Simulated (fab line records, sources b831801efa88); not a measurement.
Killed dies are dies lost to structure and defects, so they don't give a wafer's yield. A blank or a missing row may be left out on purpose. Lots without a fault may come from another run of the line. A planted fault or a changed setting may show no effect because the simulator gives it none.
Split-lot experiment | flow sky130 | 5 lots, 23 wafers read, on a route of 708 steps

THE SPLIT
At SKY_POLY_GATE_COAT_07 (resist thk 110 nm), the setting resist_thk_nm was moved away from the recipe's 110 nm on 5 of the 23 wafers read, by -4.2% to +4.1%. The other wafers ran this setting at the recipe's value.

The reading is taken at the split's own step.

THE READING
BARC_of_POLY_GATE_COAT_07.thk_nm (the simulator's own value, which no gauge read), in nm, at SKY_POLY_GATE_COAT_07 (resist thk 110 nm). The file gives no usual value for it. The 18 wafers here that ran the recipe average 110.2 nm, standard deviation 0.21 nm.

wafer  | tool, chamber at the split | resist_thk_nm as run, nm | against the recipe | BARC_of_POLY_GATE_COAT_07.thk_nm, nm | against lot-mates on the recipe
L077.1 | litho_track-02, 0          | 110                      | recipe             | 110.2                                | -
L077.4 | litho_track-02, 0          | 110                      | recipe             | 110.2                                | -
L077.5 | litho_track-02, 0          | 110                      | recipe             | 110.4                                | -
L079.1 | litho_track-02, 0          | 110                      | recipe             | 110.5                                | -
L079.5 | litho_track-02, 0          | 110                      | recipe             | 110.5                                | -
L079.6 | litho_track-02, 0          | 110                      | recipe             | 110.5                                | -
L079.2 | litho_track-02, 0          | 110                      | recipe             | 110.1                                | -
L079.4 | litho_track-02, 0          | 110                      | recipe             | 110.3                                | -
L082.1 | litho_track-04, 0          | 114.5                    | +4.1%              | 114.5                                | +4.3
L082.6 | litho_track-04, 0          | 114.5                    | +4.1%              | 114.5                                | +4.3
L082.2 | litho_track-04, 0          | 110                      | recipe             | 110.4                                | -
L082.4 | litho_track-04, 0          | 114.5                    | +4.1%              | 114.3                                | +4.1
L082.5 | litho_track-04, 0          | 110                      | recipe             | 109.9                                | -
L083.1 | litho_track-02, 0          | 105.4                    | -4.2%              | 105.7                                | -4.6
L083.2 | litho_track-02, 0          | 110                      | recipe             | 110.3                                | -
L083.3 | litho_track-02, 0          | 110                      | recipe             | 110.5                                | -
L083.4 | litho_track-02, 0          | 105.4                    | -4.2%              | 105.5                                | -4.8
L083.6 | litho_track-02, 0          | 110                      | recipe             | 110.2                                | -
L085.1 | litho_track-04, 0          | 110                      | recipe             | 110.1                                | -
L085.2 | litho_track-04, 0          | 110                      | recipe             | 110.1                                | -
L085.5 | litho_track-04, 0          | 110                      | recipe             | 110.1                                | -
L085.4 | litho_track-04, 0          | 110                      | recipe             | 109.8                                | -
L085.6 | litho_track-04, 0          | 110                      | recipe             | 109.9                                | -

THE FIT
A straight line over all 23 wafers: BARC_of_POLY_GATE_COAT_07.thk_nm changes by +1.06 nm for each +1% of resist_thk_nm; r = +0.99; the points scatter about the line by 0.22 nm.
The same after taking each lot's own level away (the mean of its wafers on the recipe; 23 wafers): +1.08 nm for each +1%; r = +1.00; scatter 0.16 nm.
On that fit, the largest move of resist_thk_nm shifts the reading by 4.5 nm.
The lots' own levels span 110.00 to 110.38 nm, that is 1.8 times the standard deviation above.
So the lot-to-lot level changes the slope little: the two slopes agree.
Check: with one of the wafers moved furthest among these (-4.2%) left out of the fit, the line predicts -4.54 nm for it against its lot-mates. It came out at -4.63 nm against them.

OTHER SPLITS ON THESE WAFERS
These wafers also went through other splits before the reading. Each is held against what the fit with the lots' levels taken away leaves over:
other split on the same wafers        | wafers away from the commonest value | r with BARC_of_POLY_GATE_COAT_07.thk_nm (lot level and that fit taken away)
SKY_SONOS_ONO_OXIDATION_00 ox_time_s  | 15                                   | -0.09
SKY_SONOS_ONO_CVD_02 pressure_mtorr   | 15                                   | +0.07
SKY_SONOS_ONO_DEVELOP_12 dev_temp_c   | 9                                    | -0.08
SKY_GATE_OXIDE_OXIDATION_01 ox_time_s | 15                                   | -0.09
SKY_GATE_OXIDE_SOFTBAKE_06 temp_c     | 10                                   | +0.22

THE FILE'S OWN FIT
BARC_of_POLY_GATE_COAT_07.thk_nm changes by +1.1 nm for each +1% of resist_thk_nm, r = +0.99.
